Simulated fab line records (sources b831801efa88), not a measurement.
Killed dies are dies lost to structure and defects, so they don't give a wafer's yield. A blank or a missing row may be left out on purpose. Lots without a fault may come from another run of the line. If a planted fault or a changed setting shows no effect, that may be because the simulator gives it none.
Which of the tools did it? -- flow sky130 -- 6 lots, 18 wafers sampled, at 2 steps of a route of 708

WHAT EACH GAUGE READ, for each wafer
SKY_VT_ADJUST_HVTR_TW_MEAS_11.
lot,measured,on,VT_ADJUST_HVTR_TW
L739,day 9 15:37,filmMetro-04,215.4 213.9 215.5
L743,day 10 23:17,filmMetro-03,209.8 209.4 209.1
L746,day 11 23:06,filmMetro-02,211.3 212.7 213.1
L752,day 13 20:13,filmMetro-04,168.5 168.3 168.6
L758,day 15 21:52,filmMetro-04,213.8 214.2 212.4
L760,day 16 15:20,filmMetro-02,210.8 211.9 211.3

TOOL THAT RAN EACH LOT (tool first, then ch and the chambers of the sampled wafers, then the start)
lot,SKY_VT_ADJUST_HVTR_IMPLANT_09
L739,"implanter-02 ch 0, day 9 15:23"
L743,"implanter-04 ch 0, day 10 23:02"
L746,"implanter-02 ch 0, day 11 22:51"
L752,"implanter-02 ch 0, day 13 19:59"
L758,"implanter-01 ch 0, day 15 21:39"
L760,"implanter-04 ch 0, day 16 15:07"
- SKY_VT_ADJUST_HVTR_IMPLANT_09

THE ANSWER, worked out from the rows above alone
Rule: usual is defined by the lots themselves. Put in order of their means at a reading, lots are off if they are a third of the lots or fewer, leave a main group of 4 or more, and stand apart from it by a gap of 3 or more times the standard deviation of the main group's means; of several such gaps the widest counts. Not used: any main group whose means are identical at the precision the tables above print for the reading. Also off: a lot with no number at a reading for which 4 or more lots have one. Any other lot the step has rows for is counted as sound.
Off: at SKY_VT_ADJUST_HVTR_TW_MEAS_11 (VT_ADJUST_HVTR_TW), L752. Mean 212.3 and standard deviation 1.9 in the main group.
If a tool, at a process step before that reading, ran all the lots that are off and no sound lot after the first of them, it fits. The gauges at SKY_VT_ADJUST_HVTR_TW_MEAS_11 are tried like those tools. One fits: SKY_VT_ADJUST_HVTR_IMPLANT_09 on implanter-02. Its last sound lot is L746 (day 11 22:51), its first lot that is off L752 (day 13 19:59): a fault that began between those two fits.

WHAT HAD BEEN PUT IN BY THE SIMULATOR
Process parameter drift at SKY_VT_ADJUST_HVTR_IMPLANT_09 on implanter-02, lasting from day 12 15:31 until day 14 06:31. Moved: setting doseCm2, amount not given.
Struck lots among those shown: L752. The rule above reached the same finding.
